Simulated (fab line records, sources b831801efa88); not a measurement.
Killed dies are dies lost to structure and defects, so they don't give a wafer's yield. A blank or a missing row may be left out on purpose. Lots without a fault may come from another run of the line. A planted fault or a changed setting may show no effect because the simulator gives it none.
Which tool did it? | flow gf180mcu | 11 lots, 33 wafers sampled, at 5 steps of a route of 602

WHAT THE GAUGES READ, wafer by wafer
GF_M2_CD_MEAS_14: target cd 280 nm. Usual: cd_nm 279.8 nm, standard deviation 1.1.
lot  | measured     | on        | cd_nm (nm)        | flag
L478 | day 20 12:40 | cd_sem-01 | 279.2 279.1 279.8 |
L480 | day 21 00:47 | cd_sem-01 | 278.5 278.6 278.9 |
L483 | day 22 07:44 | cd_sem-01 | 279.8 278.3 277.9 |
L484 | day 22 22:26 | cd_sem-02 | 281.0 279.8 279.2 |
L492 | day 25 11:56 | cd_sem-01 | 279.7 279.7 279.7 |
L493 | day 25 13:58 | cd_sem-02 | 280.8 280.4 279.5 |
L494 | day 25 22:43 | cd_sem-01 | 281.1 281.6 282.3 |
L495 | day 26 03:57 | cd_sem-02 | 279.4 277.7 279.4 |
L496 | day 26 13:04 | cd_sem-01 | 280.4 280.1 278.7 |
L498 | day 27 06:20 | cd_sem-01 | 279.3 280.0 279.5 |
L500 | day 27 16:43 | cd_sem-02 | 280.5 280.7 279.8 |

GF_V2_RS_MEAS_24: measures by four-point-probe. Usual: V2_W_RS 0.331 ohm/sq, standard deviation 0.0031.
lot  | measured     | on            | V2_W_RS (ohm/sq)  | flag
L478 | day 21 14:52 | film_metro-02 | 0.330 0.330 0.326 |
L480 | day 22 03:04 | film_metro-02 | 0.327 0.324 0.333 |
L483 | day 23 10:04 | film_metro-04 | 0.329 0.334 0.331 |
L484 | day 23 23:29 | film_metro-01 | 0.333 0.332 0.333 |
L492 | day 26 12:27 | film_metro-04 | 0.280 0.280 0.281 | OFF
L493 | day 26 13:50 | film_metro-04 | 0.284 0.280 0.282 | OFF
L494 | day 26 22:31 | film_metro-04 | 0.329 0.333 0.334 |
L495 | day 27 03:32 | film_metro-02 | 0.330 0.331 0.331 |
L496 | day 27 12:43 | film_metro-04 | 0.329 0.329 0.336 |
L498 | day 28 05:37 | film_metro-01 | 0.330 0.337 0.333 |
L500 | day 28 15:14 | film_metro-04 | 0.332 0.339 0.330 |

GF_V2_THK_MEAS_25: measures by xrf. Usual: V2_W_THK 366 nm, standard deviation 5.7.
lot  | measured     | on            | V2_W_THK (nm) | flag
L478 | day 21 14:58 | film_metro-02 | 371 371 375   |
L480 | day 22 03:10 | film_metro-02 | 373 374 368   |
L483 | day 23 10:10 | film_metro-04 | 366 359 363   |
L484 | day 23 23:37 | film_metro-01 | 365 366 366   |
L492 | day 26 12:34 | film_metro-04 | 433 430 427   | OFF
L493 | day 26 13:58 | film_metro-04 | 425 431 425   | OFF
L494 | day 26 22:38 | film_metro-04 | 363 358 359   |
L495 | day 27 03:38 | film_metro-02 | 370 369 370   |
L496 | day 27 12:50 | film_metro-04 | 363 366 357   |
L498 | day 28 05:43 | film_metro-01 | 373 362 369   |
L500 | day 28 15:19 | film_metro-04 | 363 355 366   |

WHICH TOOL RAN EACH LOT (tool, then ch and the chambers of the sampled wafers, then the start)
lot  | GF_V2_CMP_04                  | GF_V2_CVD_23
L478 | cmp-02 ch 0,1,2, day 20 13:49 | cvd_w-02 ch 0,1, day 21 14:44
L480 | cmp-01 ch 0,2,3, day 21 01:52 | cvd_w-01 ch 0,1, day 22 02:56
L483 | cmp-01 ch 0,1,3, day 22 08:50 | cvd_w-01 ch 0,1, day 23 09:56
L484 | cmp-02 ch 0,1,3, day 22 23:36 | cvd_w-01 ch 0,1, day 23 23:23
L492 | cmp-02 ch 0,1, day 25 13:03   | cvd_w-01 ch 0,1, day 26 12:20
L493 | cmp-02 ch 1,2,3, day 25 15:04 | cvd_w-01 ch 0,1, day 26 13:44
L494 | cmp-02 ch 0,1,2, day 25 23:52 | cvd_w-02 ch 0,1, day 26 22:24
L495 | cmp-02 ch 0,1,2, day 26 04:58 | cvd_w-02 ch 0,1, day 27 03:25
L496 | cmp-02 ch 0,2,3, day 26 14:11 | cvd_w-02 ch 0,1, day 27 12:35
L498 | cmp-02 ch 0,1,2, day 27 07:29 | cvd_w-02 ch 0,1, day 28 05:28
L500 | cmp-01 ch 1,2,3, day 27 17:54 | cvd_w-02 ch 0,1, day 28 15:06
- GF_V2_CMP_04: polishes SiO2.
- GF_V2_CVD_23: deposits W, target thk 350 nm, time 104.94 s.

WHAT THE TOOLS THEMSELVES READ (means of the sampled wafers that have a number; where no wafer has one, the mark that the record gives instead)
GF_V2_CMP_04. Usual: edge_zone_pressure_frac 1.000, standard deviation 0.0049; motor_current_A 12.1 A, standard deviation 1.8; time_to_endpoint_s 78 s, standard deviation 7.5.
lot  | tool   | edge_zone_pressure_frac | motor_current_A (A) | time_to_endpoint_s (s) | flag
L478 | cmp-02 | 0.999                   | 11.2                | 82                     |
L480 | cmp-01 | 1.005                   | 11.4                | 76                     |
L483 | cmp-01 | 1.003                   | 11.3                | 71                     |
L484 | cmp-02 | 1.000                   | 13.4                | 86                     |
L492 | cmp-02 | 0.994                   | 13.1                | 80                     |
L493 | cmp-02 | 1.001                   | 12.0                | 81                     |
L494 | cmp-02 | 0.996                   | 11.5                | 73                     |
L495 | cmp-02 | 0.996                   | 11.8                | 70                     |
L496 | cmp-02 | 0.999                   | 12.6                | 79                     |
L498 | cmp-02 | 1.005                   | 11.6                | 78                     |
L500 | cmp-01 | 0.999                   | 12.8                | 70                     |

GF_V2_CVD_23. Usual: heater_power_outer_w 485 W, standard deviation 71; heater_power_w 806 W, standard deviation 100; susceptor_temp_C 400.00 C, standard deviation 0.23.
lot  | tool     | heater_power_outer_w (W) | heater_power_w (W) | susceptor_temp_C (C) | flag
L478 | cvd_w-02 | 454                      | 768                | 399.88               |
L480 | cvd_w-01 | 475                      | 790                | 400.15               |
L483 | cvd_w-01 | 541                      | 874                | 400.09               |
L484 | cvd_w-01 | 541                      | 869                | 399.88               |
L492 | cvd_w-01 | 519                      | 835                | 409.46               | OFF
L493 | cvd_w-01 | 507                      | 840                | 409.28               | OFF
L494 | cvd_w-02 | 455                      | 756                | 399.89               |
L495 | cvd_w-02 | 467                      | 813                | 400.23               |
L496 | cvd_w-02 | 458                      | 771                | 399.99               |
L498 | cvd_w-02 | 453                      | 769                | 400.26               |
L500 | cvd_w-02 | 464                      | 770                | 399.70               |

THE ANSWER, worked out from the rows above alone
Rule: a lot is off if the mean of its wafers that have a number lies more than 3 standard deviations from the usual mean. A lot without any number at a reading at which 4 lots or more have one is off too. The other lots that the step has rows for count as sound. The gauges are gone through in route order, then the tools' own readings, and for those a lot's mean is taken as printed above. The first step at which some lot is off is used, and at that step the reading that is off furthest; a lot without a number counts as furthest.
Off: L492, L493, at GF_V2_RS_MEAS_24 (V2_W_RS).
A tool fits if, at a process step before that reading, it ran every lot that is off, and no sound lot after the first of them. The gauges at GF_V2_RS_MEAS_24 aren't tried: what is off there is off at GF_V2_CVD_23 too, on other tools, and a gauge's error can't cause that. One fits: cvd_w-01 at GF_V2_CVD_23. Its last sound lot is L484 (day 23 23:23), its first lot that is off L492 (day 26 12:20): a fault that began between those two fits.
The tool's own readings at GF_V2_CVD_23 bear it out: on the lots that are off they differ by more than 5 times the standard deviation of the sound lots' means. susceptor_temp_C reads 409.37 C there against 400.01 C on the sound lots.

WHAT THE SIMULATOR HAD PUT IN
Process parameter drift: cvd_w-01, from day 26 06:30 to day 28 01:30, at GF_V2_CVD_23. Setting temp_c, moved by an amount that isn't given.
Lots struck among those shown: L492, L493. The rule above found the same.
